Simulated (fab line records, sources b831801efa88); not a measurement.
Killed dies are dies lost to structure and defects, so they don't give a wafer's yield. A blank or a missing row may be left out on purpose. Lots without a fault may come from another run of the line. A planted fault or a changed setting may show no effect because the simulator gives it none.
Which tool did it? | flow sfq_line | 14 lots, 42 wafers sampled, at 1 step of a route of 325

WHAT THE GAUGES READ, wafer by wafer
The record holds no reading of a measuring or inspecting step that can be judged against a usual standard deviation.

WHICH TOOL RAN EACH LOT (tool, then ch and the chambers of the sampled wafers, then the start)
lot  | SFQ_TRILAYER_I0_VIA_LITHO_PEB_034
L623 | litho_track-04 ch 0, day 13 11:08
L624 | litho_track-01 ch 0, day 13 13:41
L625 | litho_track-01 ch 0, day 14 01:59
L626 | litho_track-01 ch 0, day 14 09:11
L627 | litho_track-04 ch 0, day 14 14:01
L628 | litho_track-04 ch 0, day 14 22:25
L630 | litho_track-01 ch 0, day 15 04:23
L635 | litho_track-04 ch 0, day 16 20:35
L637 | litho_track-04 ch 0, day 17 05:01
L638 | litho_track-02 ch 0, day 17 10:59
L642 | litho_track-02 ch 0, day 19 02:33
L643 | litho_track-01 ch 0, day 19 09:45
L644 | litho_track-01 ch 0, day 19 23:57
L646 | litho_track-02 ch 0, day 20 05:35
- SFQ_TRILAYER_I0_VIA_LITHO_PEB_034: peb time 60 s.

WHAT THE TOOLS THEMSELVES READ (means of the sampled wafers that have a number; where no wafer has one, the mark that the record gives instead)
SFQ_TRILAYER_I0_VIA_LITHO_PEB_034.
lot  | tool           | heater_power_total_W (W) | plate_temp_C (C)
L623 | litho_track-04 | 79.10                    | 115.11
L624 | litho_track-01 | 79.17                    | 115.05
L625 | litho_track-01 | 79.22                    | 115.12
L626 | litho_track-01 | 79.12                    | 114.76
L627 | litho_track-04 | 79.19                    | 114.92
L628 | litho_track-04 | 79.17                    | 114.90
L630 | litho_track-01 | 79.19                    | 115.02
L635 | litho_track-04 | 75.24                    | 110.78
L637 | litho_track-04 | 75.31                    | 110.90
L638 | litho_track-02 | 79.16                    | 115.11
L642 | litho_track-02 | 79.13                    | 114.93
L643 | litho_track-01 | 79.14                    | 114.87
L644 | litho_track-01 | 79.10                    | 115.16
L646 | litho_track-02 | 79.18                    | 115.02

THE ANSWER, worked out from the rows above alone
Rule: what is usual is taken from the lots themselves. Put in order of their means at a reading, lots are off if they are a third of the lots or fewer, leave a main group of 4 or more, and stand apart from it by a gap of 3 or more times the standard deviation of the main group's means; of several such gaps the widest counts. A main group whose means are all the same, to the digits that the tables above print for the reading, isn't used. A lot without any number at a reading at which 4 lots or more have one is off too. The other lots that the step has rows for count as sound. The gauges are gone through in route order, then the tools' own readings, and for those a lot's mean is taken as printed above. The first step at which some lot is off is used, and at that step the reading that is off furthest; a lot without a number counts as furthest.
Off: L635, L637, at SFQ_TRILAYER_I0_VIA_LITHO_PEB_034 (heater_power_total_W). The main group: mean 79.16 W, standard deviation 0.036.
A tool fits if, at that step or a process step before it, it ran every lot that is off, and no sound lot after the first of them. One fits: litho_track-04 at SFQ_TRILAYER_I0_VIA_LITHO_PEB_034. Its last sound lot is L628 (day 14 22:25), its first lot that is off L635 (day 16 20:35): a fault that began between those two fits.
The tool's own readings at SFQ_TRILAYER_I0_VIA_LITHO_PEB_034 bear it out: on the lots that are off they differ by more than 5 times the standard deviation of the sound lots' means. heater_power_total_W reads 75.28 W there against 79.16 W on the sound lots; plate_temp_C reads 110.84 C there against 115.00 C on the sound lots.

WHAT THE SIMULATOR HAD PUT IN
Process parameter drift: litho_track-04, from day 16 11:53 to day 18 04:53, at SFQ_TRILAYER_I0_VIA_LITHO_PEB_034. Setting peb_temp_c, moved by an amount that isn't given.
Lots struck among those shown: L635, L637. The rule above found the same.
